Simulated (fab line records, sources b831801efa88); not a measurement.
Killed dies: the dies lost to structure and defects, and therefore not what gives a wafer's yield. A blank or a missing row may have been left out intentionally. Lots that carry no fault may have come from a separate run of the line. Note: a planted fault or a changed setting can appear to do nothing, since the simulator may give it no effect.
8D (eight disciplines) problem report, filled in by code | flow gf180mcu | the parts of the form that need people (team, actions taken, sign-off) are left out

## 1. WHAT WENT WRONG
At GF_STI_ETCH_14, run length s averages 123.3 s over 4 wafers from 3 lots, while fault-free wafers read 131.1 s, standard deviation 0.5. Measured from the usual mean, that is -16 standard deviations.
The step: etches Si in HBr/Cl2/O2, target depth 360 nm, time 102.9 s.
Seen first at day 5 17:37 on rie si-02, wafer L804.2. The record holds 36 wafers of 12 lots with a number at this step. Rule for "out" (also "out of limits"): further than 4 standard deviations from the usual mean. Any other wafer with a number is counted as sound.

## 2. WHAT IT IS AND WHAT IT IS NOT
question                    | is                             | is not
which readings at this step | run length s                   | drypump motor current A, oes product au, throttle valve pct
which lots                  | L804, L805, L806               | L788, L791, L793, L794, L795, L796, L807, L808, L809
which wafers of those lots  | L804.2, L805.1, L806.1, L806.2 | L804.4, L804.6, L805.5, L805.6, L806.3
read on which tools         | rie si-02                      | rie si-01
when                        | from day 5 17:37               | up to then (20 sound wafers); but 12 sound wafers of L805, L806, L807, L808, L809 came after

## 3. SUSPECTS, AND WHAT RULES EACH OUT
Counting: a tool at a process step up to the reading stays a suspect if it ran every lot that is out. Sound lots after the first of them don't rule it out here, since some wafers of a struck lot are sound.
- rie si-02 at GF_STI_ETCH_14 (etches Si in HBr/Cl2/O2, target depth 360 nm, time 102.9 s): kept. Ran every lot that is out, first one L804 (day 5 17:37); last sound lot up to then L795 (day 3 20:57). Its own run length s readings are out on those wafers.
Remaining after the count: rie si-02 at GF_STI_ETCH_14.

## 4. THE CAUSE (what the simulator had put in)
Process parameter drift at GF_STI_ETCH_14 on rie si-02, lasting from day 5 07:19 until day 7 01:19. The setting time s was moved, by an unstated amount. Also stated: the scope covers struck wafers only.
The count eliminated every tool but this one.

## 5. THE EFFECT CHAIN, in route order
Each row: a reading where the mean over the struck wafers with a number is more than 3 standard deviations away from the usual. Only readings for which the record gives a usual standard deviation are gone through. hours: the time from each lot's start at the first step in this table that gives one to its start at this step, as a median over the lots. sigmas: the change in usual standard deviations.
hours | step            | reading                  | usual   | on struck wafers | change | sigmas
0     | GF_STI_ETCH_14  | run length s             | 131.1 s | 123.3            | -7.8   | -16
0     | GF_STI_STRIP_15 | strip time to endpoint s | 3.72 s  | 3.83             | +0.10  | +3.3
Process steps it contains:
- GF_STI_ETCH_14: etches Si in HBr/Cl2/O2, target depth 360 nm, time 102.9 s.
- GF_STI_STRIP_15: strips in O2/N2.
At these later measuring or inspecting steps, every struck wafer for which the step has a row has a number for every such reading, and none has moved that far: GF_DNWELL_TW_MEAS_09.

## 6. HOW IT WOULD HAVE BEEN CAUGHT EARLIER
The fault began at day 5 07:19; the first out-of-limits reading in this record came at day 5 17:37, 10 hours later.
